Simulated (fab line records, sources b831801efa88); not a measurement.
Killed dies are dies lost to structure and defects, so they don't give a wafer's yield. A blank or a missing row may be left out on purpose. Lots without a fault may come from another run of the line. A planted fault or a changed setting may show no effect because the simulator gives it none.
Chamber matching | flow sky130 | SKY_CONTACT_ETCH_17 on rie_diel-02: 4 sister chambers
The step etches SiO2 in C4F8/O2/Ar, stops on Si3N4, target depth 340 nm. 4 wafers are shown with their chamber, then 8 later ones without.

WAFERS WITH THEIR CHAMBER
wafer  | chamber | oes_product_au (a.u.)
L483.2 | 0       | 0.888
L484.5 | 3       | 0.895
L498.5 | 2       | 0.896
L499.4 | 1       | 0.891

WAFERS WITHOUT THEIR CHAMBER
wafer  | oes_product_au (a.u.)
L499.5 | 0.888
L499.6 | 0.894
L500.1 | 0.894
L500.3 | 0.886
L500.5 | 0.885
L501.2 | 0.893
L501.3 | 0.896
L501.6 | 0.895

WHICH CHAMBER EACH WENT THROUGH
wafer  | from the rows above               | in truth
L499.5 | can't be placed: 0 or 1           | 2
L499.6 | can't be placed: 3 or 2 or 1      | 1
L500.1 | can't be placed: 3 or 2 or 1      | 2
L500.3 | can't be placed: 0 or 1           | 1
L500.5 | can't be placed: 0 or 1           | 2
L501.2 | can't be placed: 1 or 3 or 2 or 0 | 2
L501.3 | can't be placed: 2 or 3           | 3
L501.6 | can't be placed: 3 or 2           | 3
Placed correctly: 0 of 8. Can't be placed from these rows: 8 (the true chamber is among the candidates in 6). Placed wrongly: 0.
How it was worked out, from the rows above alone: a wafer's distance from a chamber is the root of the sum, over the readings, of the square of ((its reading less the chamber's mean) divided by the reading's scatter). The wafer belongs to the nearest chamber; if the next one is less than 2 further off, it can't be placed. A chamber's mean is the mean of its shown wafers. The scatter: with one shown wafer a chamber, the root of the mean of the squares of how far each hidden wafer lies from its nearest shown one.
